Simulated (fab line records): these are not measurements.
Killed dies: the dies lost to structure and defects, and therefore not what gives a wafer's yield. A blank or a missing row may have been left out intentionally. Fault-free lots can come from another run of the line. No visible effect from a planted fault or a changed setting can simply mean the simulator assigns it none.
Matching of chambers / flow sky130 / SKY_VIA2_CMP_02 on cmp-02: 4 sister chambers
The step polishes SiO2. 39 wafers are shown with their chamber, then 12 later ones without.

## EACH WAFER AND ITS CHAMBER
wafer=L075.3; chamber=3; motor_current_A (A)=12.4
wafer=L075.4; chamber=2; motor_current_A (A)=13.3
wafer=L075.6; chamber=1; motor_current_A (A)=12.6
wafer=L076.1; chamber=1; motor_current_A (A)=12.5
wafer=L076.3; chamber=3; motor_current_A (A)=12.4
wafer=L076.6; chamber=1; motor_current_A (A)=12.0
wafer=L079.1; chamber=2; motor_current_A (A)=13.7
wafer=L079.5; chamber=0; motor_current_A (A)=12.9
wafer=L079.6; chamber=3; motor_current_A (A)=12.2
wafer=L080.1; chamber=3; motor_current_A (A)=12.7
wafer=L080.3; chamber=2; motor_current_A (A)=13.7
wafer=L080.6; chamber=1; motor_current_A (A)=12.0
wafer=L081.2; chamber=0; motor_current_A (A)=12.8
wafer=L081.4; chamber=3; motor_current_A (A)=11.6
wafer=L081.6; chamber=0; motor_current_A (A)=12.1
wafer=L082.1; chamber=1; motor_current_A (A)=11.7
wafer=L082.2; chamber=2; motor_current_A (A)=13.9
wafer=L082.3; chamber=0; motor_current_A (A)=12.6
wafer=L083.1; chamber=1; motor_current_A (A)=11.9
wafer=L083.3; chamber=0; motor_current_A (A)=13.0
wafer=L083.6; chamber=3; motor_current_A (A)=11.6
wafer=L084.2; chamber=1; motor_current_A (A)=11.8
wafer=L084.4; chamber=0; motor_current_A (A)=12.3
wafer=L084.5; chamber=2; motor_current_A (A)=13.7
wafer=L085.4; chamber=0; motor_current_A (A)=12.1
wafer=L085.5; chamber=1; motor_current_A (A)=12.0
wafer=L085.6; chamber=0; motor_current_A (A)=12.6
wafer=L086.3; chamber=0; motor_current_A (A)=13.1
wafer=L086.4; chamber=2; motor_current_A (A)=12.5
wafer=L086.6; chamber=1; motor_current_A (A)=11.5
wafer=L087.1; chamber=1; motor_current_A (A)=11.8
wafer=L087.4; chamber=0; motor_current_A (A)=12.6
wafer=L087.6; chamber=2; motor_current_A (A)=13.3
wafer=L088.1; chamber=2; motor_current_A (A)=13.3
wafer=L088.2; chamber=3; motor_current_A (A)=11.9
wafer=L088.3; chamber=1; motor_current_A (A)=11.3
wafer=L091.1; chamber=3; motor_current_A (A)=12.4
wafer=L091.4; chamber=2; motor_current_A (A)=13.2
wafer=L091.6; chamber=3; motor_current_A (A)=11.3

SIGNATURES, as means of the wafers listed above
reading=motor_current_A; chamber 0=12.610; chamber 1=11.918; chamber 2=13.400; chamber 3=12.056; scatter within a chamber=0.407
Rule: for a wafer and a chamber, the distance is found by dividing, reading by reading, the gap between the wafer's reading and the chamber's mean by the reading's scatter, squaring, summing and taking the root. If the next closest chamber is less than 2 further off than the closest, the wafer can't be placed; otherwise it belongs to the closest. The scatter: the root of (the sum of the squares of (reading less its chamber's mean) over the shown wafers, divided by (wafers less chambers)).

## WAFERS MISSING THEIR CHAMBER
wafer=L091.2; motor_current_A (A)=12.3
wafer=L091.3; motor_current_A (A)=11.3
wafer=L091.5; motor_current_A (A)=14.0
wafer=L092.1; motor_current_A (A)=12.2
wafer=L092.5; motor_current_A (A)=12.4
wafer=L092.6; motor_current_A (A)=12.0
wafer=L094.2; motor_current_A (A)=13.7
wafer=L094.4; motor_current_A (A)=11.2
wafer=L094.5; motor_current_A (A)=14.3
wafer=L097.4; motor_current_A (A)=11.7
wafer=L097.5; motor_current_A (A)=12.2
wafer=L097.6; motor_current_A (A)=14.0

## WHICH CHAMBER EACH ONE RAN IN
wafer=L091.2; from the rows above=can't be placed: 3 or 0 or 1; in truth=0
wafer=L091.3; from the rows above=can't be placed: 1 or 3 or 0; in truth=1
wafer=L091.5; from the rows above=can't be placed: 2 or 0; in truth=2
wafer=L092.1; from the rows above=can't be placed: 3 or 1 or 0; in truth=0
wafer=L092.5; from the rows above=can't be placed: 0 or 3 or 1 or 2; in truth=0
wafer=L092.6; from the rows above=can't be placed: 3 or 1 or 0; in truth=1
wafer=L094.2; from the rows above=can't be placed: 2 or 0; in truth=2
wafer=L094.4; from the rows above=can't be placed: 1 or 3 or 0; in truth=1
wafer=L094.5; from the rows above=can't be placed: 2 or 0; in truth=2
wafer=L097.4; from the rows above=can't be placed: 1 or 3 or 0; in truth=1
wafer=L097.5; from the rows above=can't be placed: 3 or 1 or 0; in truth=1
wafer=L097.6; from the rows above=can't be placed: 2 or 0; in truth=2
Placed correctly: 0 of 12. Cannot be placed on the basis of these rows: 12; the candidates contain the true chamber in 12. Number placed wrongly: 0.
